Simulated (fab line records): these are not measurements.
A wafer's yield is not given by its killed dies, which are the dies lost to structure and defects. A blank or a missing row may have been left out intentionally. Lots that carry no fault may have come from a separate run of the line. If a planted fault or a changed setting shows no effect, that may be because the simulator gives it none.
What tool caused it? / flow sky130 / 13 lots with 39 wafers sampled at 2 steps, on a route of 708 steps

== WHAT THE GAUGES SHOWED, per wafer ==
SKY_VIA1_THK_MEAS_01. Usual: VIA1_HDPCVD_THK gives 1031 nm (standard deviation 13).
lot=L531; measured=day 33 09:12; on=filmMetro-02; VIA1_HDPCVD_THK (nm)=1009 1039 1035; flag=
lot=L532; measured=day 33 11:31; on=filmMetro-04; VIA1_HDPCVD_THK (nm)=992 1028 1035; flag=
lot=L530; measured=day 33 13:35; on=filmMetro-01; VIA1_HDPCVD_THK (nm)=1040 1048 1027; flag=
lot=L535; measured=day 34 12:32; on=filmMetro-04; VIA1_HDPCVD_THK (nm)=1036 1029 1022; flag=
lot=L533; measured=day 34 13:36; on=filmMetro-02; VIA1_HDPCVD_THK (nm)=1001 1037 1002; flag=
lot=L534; measured=day 34 15:27; on=filmMetro-01; VIA1_HDPCVD_THK (nm)=1027 1036 1027; flag=
lot=L537; measured=day 35 20:45; on=filmMetro-01; VIA1_HDPCVD_THK (nm)=1029 1028 1028; flag=
lot=L536; measured=day 35 21:24; on=filmMetro-02; VIA1_HDPCVD_THK (nm)=1053 1049 1043; flag=
lot=L539; measured=day 36 12:33; on=filmMetro-01; VIA1_HDPCVD_THK (nm)=1014 1015 1057; flag=
lot=L538; measured=day 36 15:34; on=filmMetro-02; VIA1_HDPCVD_THK (nm)=1003 1045 1004; flag=
lot=L540; measured=day 36 23:16; on=filmMetro-01; VIA1_HDPCVD_THK (nm)=1021 1012 1021; flag=
lot=L550; measured=day 39 05:56; on=filmMetro-02; VIA1_HDPCVD_THK (nm)=1282 1030 1048; flag=OFF
lot=L553; measured=day 39 21:08; on=filmMetro-04; VIA1_HDPCVD_THK (nm)=1054 1056 1034; flag=

== WHICH TOOL RAN EACH LOT (tool, then ch and the chambers of the sampled wafers, then the start) ==
lot=L531; SKY_VIA1_HDPCVD_00=hdpcvd-01 ch 0,1,2, day 33 09:05
lot=L532; SKY_VIA1_HDPCVD_00=hdpcvd-01 ch 0,1,2, day 33 11:23
lot=L530; SKY_VIA1_HDPCVD_00=hdpcvd-02 ch 0,2, day 33 13:28
lot=L535; SKY_VIA1_HDPCVD_00=hdpcvd-02 ch 0,1,2, day 34 12:25
lot=L533; SKY_VIA1_HDPCVD_00=hdpcvd-01 ch 0,2, day 34 13:29
lot=L534; SKY_VIA1_HDPCVD_00=hdpcvd-02 ch 0,1,2, day 34 15:20
lot=L537; SKY_VIA1_HDPCVD_00=hdpcvd-02 ch 0,2, day 35 20:38
lot=L536; SKY_VIA1_HDPCVD_00=hdpcvd-01 ch 0,1, day 35 21:17
lot=L539; SKY_VIA1_HDPCVD_00=hdpcvd-01 ch 1,2, day 36 12:26
lot=L538; SKY_VIA1_HDPCVD_00=hdpcvd-01 ch 1,2, day 36 15:26
lot=L540; SKY_VIA1_HDPCVD_00=hdpcvd-02 ch 1,2, day 36 23:09
lot=L550; SKY_VIA1_HDPCVD_00=hdpcvd-02 ch 0,1, day 39 05:49
lot=L553; SKY_VIA1_HDPCVD_00=hdpcvd-01 ch 1,2, day 39 21:01
- SKY_VIA1_HDPCVD_00: deposits SiO2, target thk 1030 nm, time 171.7 s.

== WHAT THE TOOLS THEMSELVES READ (means of the sampled wafers that have a number; where no wafer has one, the mark that the record gives instead) ==
SKY_VIA1_HDPCVD_00. Usual: runLengthS 199.7 s, standard deviation 0.66; sih4FlowSccm 60.02 sccm, standard deviation 0.19; susceptorTempC 399.97 C, standard deviation 0.19.
lot=L531; tool=hdpcvd-01; runLengthS (s)=199.9; sih4FlowSccm (sccm)=59.69; susceptorTempC (C)=400.08; flag=
lot=L532; tool=hdpcvd-01; runLengthS (s)=199.8; sih4FlowSccm (sccm)=60.01; susceptorTempC (C)=399.98; flag=
lot=L530; tool=hdpcvd-02; runLengthS (s)=199.4; sih4FlowSccm (sccm)=60.12; susceptorTempC (C)=399.99; flag=
lot=L535; tool=hdpcvd-02; runLengthS (s)=199.7; sih4FlowSccm (sccm)=60.01; susceptorTempC (C)=399.95; flag=
lot=L533; tool=hdpcvd-01; runLengthS (s)=200.6; sih4FlowSccm (sccm)=60.27; susceptorTempC (C)=399.97; flag=
lot=L534; tool=hdpcvd-02; runLengthS (s)=199.6; sih4FlowSccm (sccm)=60.04; susceptorTempC (C)=399.79; flag=
lot=L537; tool=hdpcvd-02; runLengthS (s)=198.8; sih4FlowSccm (sccm)=60.10; susceptorTempC (C)=400.02; flag=
lot=L536; tool=hdpcvd-01; runLengthS (s)=199.7; sih4FlowSccm (sccm)=59.88; susceptorTempC (C)=400.03; flag=
lot=L539; tool=hdpcvd-01; runLengthS (s)=200.2; sih4FlowSccm (sccm)=59.88; susceptorTempC (C)=399.87; flag=
lot=L538; tool=hdpcvd-01; runLengthS (s)=200.6; sih4FlowSccm (sccm)=60.19; susceptorTempC (C)=400.00; flag=
lot=L540; tool=hdpcvd-02; runLengthS (s)=199.7; sih4FlowSccm (sccm)=60.00; susceptorTempC (C)=399.93; flag=
lot=L550; tool=hdpcvd-02; runLengthS (s)=211.9; sih4FlowSccm (sccm)=60.18; susceptorTempC (C)=399.79; flag=OFF
lot=L553; tool=hdpcvd-01; runLengthS (s)=199.9; sih4FlowSccm (sccm)=59.88; susceptorTempC (C)=399.96; flag=

== THE ANSWER, worked out from the rows above alone ==
Rule: lot off if the mean of its wafers having a number is beyond 3 standard deviations from the usual mean. A lot without any number at a reading at which 4 lots or more have one is off too. All remaining lots with rows at the step are treated as sound. The gauges are gone through in route order, then the tools' own readings, and for those a lot's mean is taken as printed above. The first step at which some lot is off is used, and at that step the reading that is off furthest; a lot without a number counts as furthest.
Off: at SKY_VIA1_THK_MEAS_01 (VIA1_HDPCVD_THK), L550.
A tool fits if, at a process step before that reading, it ran every lot that is off, and no sound lot after the first of them. Not tried: the gauges at SKY_VIA1_THK_MEAS_01; whatever is off there is also off at SKY_VIA1_HDPCVD_00, on other tools, and gauge error can't account for it. One candidate fits, namely hdpcvd-02 at SKY_VIA1_HDPCVD_00. A fault onset in the window from L540 (day 36 23:09, its last sound lot) to L550 (day 39 05:49, its first lot off) fits.
On the lots that are off, the tool's own readings at SKY_VIA1_HDPCVD_00 differ by more than 5 times the standard deviation of the sound lots' means, which bears it out; runLengthS reads 211.9 s there versus 199.8 s on the sound lots.

== WHAT WAS PUT IN BY THE SIMULATOR ==
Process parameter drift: hdpcvd-02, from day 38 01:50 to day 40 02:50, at SKY_VIA1_HDPCVD_00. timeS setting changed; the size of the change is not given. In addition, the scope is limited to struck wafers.
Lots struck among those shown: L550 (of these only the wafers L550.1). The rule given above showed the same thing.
